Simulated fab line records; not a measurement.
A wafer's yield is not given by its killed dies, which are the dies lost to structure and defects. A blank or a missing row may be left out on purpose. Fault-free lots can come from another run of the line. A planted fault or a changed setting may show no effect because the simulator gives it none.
A struck lot beside a sound one :: flow sky130 :: 15 steps out of a route of 708
Sound: these wafers, L567.1, L567.3, L567.4. Struck: wafer L575.2. (L575.3, L575.4 of the same lot were not struck and are left out.) The cause comes at the end.
Each step with rows lists, per side, the tool, then ch with its chambers, then its first start. Under that, the readings that differ: sound wafers :: struck wafers :: difference of the means :: sigmas: that difference in standard deviations of wafers without a fault.
alike: words and numbers the same on both sides, and readings whose means are apart by under 2 such deviations; not compared: readings that were withheld, readings missing a value for some wafer, numbers with overlapping values and no deviation given by the record, and bounds like >300 which may hide the same value.
A row with sigmas, a row that says differs or no value, or rows on one side alone: a step with any of these is where the two part. Numbers that have no deviation but don't overlap get no sigmas and don't part them. A reading missing from all wafers of one side parts the sides only when that side holds two or more wafers.

first, 2 steps without rows for these wafers: SKY_LOCAL_INTERCONNECT_CLEAN_17 (cleans in IPA, time 180 s); SKY_LOCAL_INTERCONNECT_CLEAN_18 (cleans in O3/DIW).
SKY_CONTACT_CVD_00: deposits Si3N4, target thk 75 nm.
  sound on pecvd-03 ch 0,1, day 31 10:21; struck on pecvd-03 ch 1, day 34 01:19
  alike: heaterPowerW, rfFwdPowerW
SKY_CONTACT_THK_MEAS_01:
  sound: filmMetro-04 at day 31 10:23; struck: filmMetro-02 at day 34 01:22
  alike: CONTACT_CVD_00_THK
then, 1 step without rows for these wafers: SKY_CONTACT_HDPCVD_02 (deposits SiO2, target thk 565 nm, time 94.2 s).
SKY_CONTACT_THK_MEAS_03:
  sound: filmMetro-01 at day 31 10:31; struck: filmMetro-01 at day 34 01:29
reading: CONTACT_HDPCVD_THK (nm)
sound: 558 558 559
struck: 572
difference: +14
sigmas: +2
SKY_CONTACT_CMP_04: polishes SiO2.
  sound on cmp-01 ch 0,1,2, day 31 10:37; struck on cmp-02 ch 3, day 34 01:32
reading: timeToEndpointS (s)
sound: 75 77 77
struck: 87
difference: +11
sigmas: +3
  alike: motorCurrentA, platenRpm
SKY_CONTACT_BOW_MEAS_05:
  sound: filmMetro-04 at day 31 10:52; struck: filmMetro-04 at day 34 01:52
  alike: CONTACT_BOW
then, 4 steps without rows for these wafers: SKY_CONTACT_DEHYDRATE_06 (time 60 s); SKY_CONTACT_HMDS_07 (prime time 60 s); SKY_CONTACT_COAT_08 (resist thk 60 nm); SKY_CONTACT_COAT_09 (resist thk 450 nm).
SKY_CONTACT_SOFTBAKE_10: time 90 s.
  sound on lithoTrack-02 ch 0, day 32 01:00; struck on lithoTrack-04 ch 0, day 34 15:00
reading: heaterPowerTotalW (W)
sound: 57.43 57.62 57.43
struck: 59.76
difference: +2.27
sigmas: +19

reading: runLengthS (s)
sound: 119.15 119.21 119.25
struck: 107.69
difference: -11.51
sigmas: -96
  alike: exhaustPa
then, 1 step without rows for these wafers: SKY_CONTACT_EXPOSE_11 (exposes mask CTM1, target cd 170 nm).
-- the record jumps here: 14 days lie between the struck wafers' starts before and after (it left off in module CONTACT and takes up again in module PAD_OPEN, whose first step shown is number 708 of the route) --
SKY_PAD_OPEN_PROBE_99:
  sound: prober-01 at day 46 09:36; struck: prober-02 at day 48 12:11
reading: killed_at_M0_to_M3
sound: 42 48 41
struck: 66
difference: +22
sigmas: +3
  alike: killed_at_M4_up, killedAtContacts, killedAtFrontEnd, killedAtOther, killedDies, killedOpen, killedShort

== WHERE THEY PART ==
Last at SKY_PAD_OPEN_PROBE_99 as far as this record goes, first at SKY_CONTACT_THK_MEAS_03.

WHY: what had been put in by the simulator
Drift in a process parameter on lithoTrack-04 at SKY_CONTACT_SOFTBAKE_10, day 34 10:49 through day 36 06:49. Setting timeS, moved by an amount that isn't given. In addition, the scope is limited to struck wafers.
